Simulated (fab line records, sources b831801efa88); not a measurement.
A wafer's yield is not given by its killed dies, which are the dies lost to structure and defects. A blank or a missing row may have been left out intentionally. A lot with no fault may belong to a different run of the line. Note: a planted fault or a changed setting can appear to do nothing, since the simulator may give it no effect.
A single fault, viewed from 2 desks + flow gf180mcu + every desk sees just its own numbers, and what lay behind them comes last

== FOR THE TOOL OWNER'S DESK: implanter-04 ==
For each lot that ran on this tool, the mean over its sampled wafers that have a number, from the tool's own readings at GF_LVPWELL_IMPLANT_08. A lot is out of limits, marked OUT, if its mean lies more than 4 standard deviations from the usual mean; the brackets give that distance.
Columns: A = beam-energy-keV at GF_LVPWELL_IMPLANT_08, usual 170.00
| lot  | first seen here | A      |
|------|-----------------|--------|
| L828 | day 4 02:52     | 170.03 |
| L832 | day 5 02:56     | 170.01 |
| L833 | day 5 06:24     | 170.04 |
| L834 | day 5 10:59     | 169.94 |
| L835 | day 5 22:47     | 169.93 |
| L841 | day 7 06:44     | 169.97 |
| L845 | day 8 07:33     | 169.99 |
| L847 | day 8 12:02     | 170.00 |
This desk found nothing out of limits on any of the 8 lots.

== THE METROLOGY DESK ==
Means of the sampled wafers that have a number, per lot and without regard to the tool the lot ran on: this is what the gauges read. A lot is out of limits, marked OUT, if its mean lies more than 4 standard deviations from the usual mean; the brackets give that distance.
Columns: A = LVPWELL_RS at GF_VT_IMPLANT_RS_MEAS_48, usual 1197.9 ohm/sq; B = cd-nm at GF_M3_CD_MEAS_14, usual 280.1 nm
| lot  | first seen here | A      | B     |
|------|-----------------|--------|-------|
| L828 | day 7 19:44     | 1199.0 | 280.5 |
| L830 | day 8 10:14     | 1199.8 | 281.3 |
| L831 | day 8 16:05     | 1200.9 | 279.8 |
| L832 | day 9 08:11     | 1199.1 | 279.8 |
| L833 | day 9 08:41     | 1200.8 | 280.1 |
| L834 | day 9 08:47     | 1197.6 | 279.0 |
| L835 | day 9 23:25     | 1198.2 | 278.8 |
| L841 | day 11 17:20    | 1200.0 | 279.3 |
| L842 | day 12 05:55    | 1197.5 | 280.0 |
| L845 | day 12 21:32    | 1206.0 | 279.6 |
| L847 | day 13 03:04    | 1207.1 | 280.2 |
| L848 | day 13 19:46    | 1198.7 | 280.3 |
| L849 | day 13 21:26    | 1193.6 | 279.1 |
| L850 | day 14 02:58    | 1200.2 | 280.3 |
This desk found nothing out of limits on any of the 14 lots.

== BROUGHT TOGETHER ==
The tool owner's desk saw nothing out of limits.
At the metrology desk, nothing out of limits was observed.

== WHAT THE SIMULATOR PUT IN ==
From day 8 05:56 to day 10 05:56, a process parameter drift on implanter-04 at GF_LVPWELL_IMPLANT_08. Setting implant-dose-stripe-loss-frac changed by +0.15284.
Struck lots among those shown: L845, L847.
